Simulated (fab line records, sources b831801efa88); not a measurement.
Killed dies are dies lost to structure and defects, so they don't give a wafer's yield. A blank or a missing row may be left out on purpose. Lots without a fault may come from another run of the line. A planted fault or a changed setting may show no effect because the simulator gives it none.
Split-lot experiment | flow sfq_line | 5 lots, 15 wafers read, on a route of 325 steps

THE SPLIT
At SFQ_TRILAYER_C5_LITHO_COAT_156 (resist thk 62 nm), the setting resist_thk_nm was moved away from the recipe's 62 nm on 5 of the 15 wafers read, by -2.3% to +5.0%. The other wafers ran this setting at the recipe's value.

FROM THE SPLIT TO THE READING: what the file shows between them, 3 steps
- SFQ_TRILAYER_C5_LITHO_COAT_151: resist thk 650 nm
- SFQ_TRILAYER_C5_LITHO_SOFTBAKE_155
- SFQ_TRILAYER_C5_LITHO_DEVELOP_153: time 60 s

THE READING
etch.depth_nm (the simulator's own value, which no gauge read), in nm, at SFQ_TRILAYER_C5_BARC_OPEN_VIA_ETCH_210 (etches BARC in O2, target depth 125 nm, time 41.7 s). The file gives no usual value for it. The 10 wafers here that ran the recipe average 61.93 nm, standard deviation 0.086 nm.

wafer  | tool, chamber at the split | resist_thk_nm as run, nm | against the recipe | etch.depth_nm, nm | against lot-mates on the recipe
L075.1 | litho_track-04, 0          | 60.58                    | -2.3%              | 60.39             | -1.56
L075.5 | litho_track-04, 0          | 62                       | recipe             | 61.95             | -
L075.6 | litho_track-04, 0          | 60.58                    | -2.3%              | 60.38             | -1.57
L080.1 | litho_track-01, 0          | 62                       | recipe             | 61.8              | -
L080.3 | litho_track-01, 0          | 65.12                    | +5.0%              | 65.14             | +3.31
L080.6 | litho_track-01, 0          | 65.12                    | +5.0%              | 65.14             | +3.31
L080.4 | litho_track-01, 0          | 62                       | recipe             | 61.86             | -
L080.5 | litho_track-01, 0          | 65.12                    | +5.0%              | 64.98             | +3.15
L082.1 | litho_track-03, 0          | 62                       | recipe             | 62.07             | -
L084.2 | litho_track-03, 0          | 62                       | recipe             | 61.98             | -
L084.5 | litho_track-03, 0          | 62                       | recipe             | 61.79             | -
L084.6 | litho_track-03, 0          | 62                       | recipe             | 61.96             | -
L085.2 | litho_track-04, 0          | 62                       | recipe             | 62.01             | -
L085.3 | litho_track-04, 0          | 62                       | recipe             | 61.9              | -
L085.4 | litho_track-04, 0          | 62                       | recipe             | 61.98             | -

THE FIT
A straight line over all 15 wafers: etch.depth_nm changes by +0.635 nm for each +1% of resist_thk_nm; r = +1.00; the points scatter about the line by 0.091 nm.
The same after taking each lot's own level away (the mean of its wafers on the recipe; 15 wafers): +0.653 nm for each +1%; r = +1.00; scatter 0.066 nm.
On that fit, the largest move of resist_thk_nm shifts the reading by 3.3 nm.
The lots' own levels span 61.830 to 62.070 nm, that is 2.8 times the standard deviation above.
So the lot-to-lot level changes the slope little: the two slopes agree.
Check: with one of the wafers moved furthest among these (+5.0%) left out of the fit, the line predicts +3.26 nm for it against its lot-mates. It came out at +3.31 nm against them.

OTHER SPLITS ON THESE WAFERS
These wafers also went through other splits before the reading. Each is held against what the fit with the lots' levels taken away leaves over:
other split on the same wafers                   | wafers away from the commonest value | r with etch.depth_nm (lot level and that fit taken away)
SFQ_TRILAYER_I4_VIA_LITHO_COAT_103 spin_rpm      | 5                                    | +0.42
SFQ_TRILAYER_JJ_TRILAYER_DEP_SPUTTER_109 power_w | 5                                    | +0.23
SFQ_TRILAYER_JJ_CE_LITHO_COAT_119 resist_thk_nm  | 7                                    | -0.24
SFQ_TRILAYER_M5_LITHO_COAT_123 spin_rpm          | 4                                    | +0.29
SFQ_TRILAYER_M5_LITHO_PEB_126 peb_time_s         | 5                                    | +0.35
SFQ_TRILAYER_R5_LITHO_COAT_141 resist_thk_nm     | 3                                    | +0.21
SFQ_TRILAYER_I5_BARC_OPEN_VIA_ETCH_200 time_s    | 4                                    | +0.04

THE WHOLE CHAIN: every reading that the file lists as answering this split, in the file's order
step                                   | what it does                                        | reading                                                                                    | change (the file's fit)               | r (the file's)
SFQ_TRILAYER_C5_LITHO_COAT_156         | resist thk 62 nm                                    | BARC_of_TRILAYER_C5_LITHO_COAT_156.thk_nm (the simulator's own value, which no gauge read) | +0.635 nm for each +1% of the setting | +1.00
SFQ_TRILAYER_C5_BARC_OPEN_VIA_ETCH_210 | etches BARC in O2, target depth 125 nm, time 41.7 s | etch.depth_nm (the simulator's own value, which no gauge read)                             | +0.652 nm for each +1% of the setting | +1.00

THE FILE'S OWN FIT
etch.depth_nm changes by +0.652 nm for each +1% of resist_thk_nm, r = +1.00.
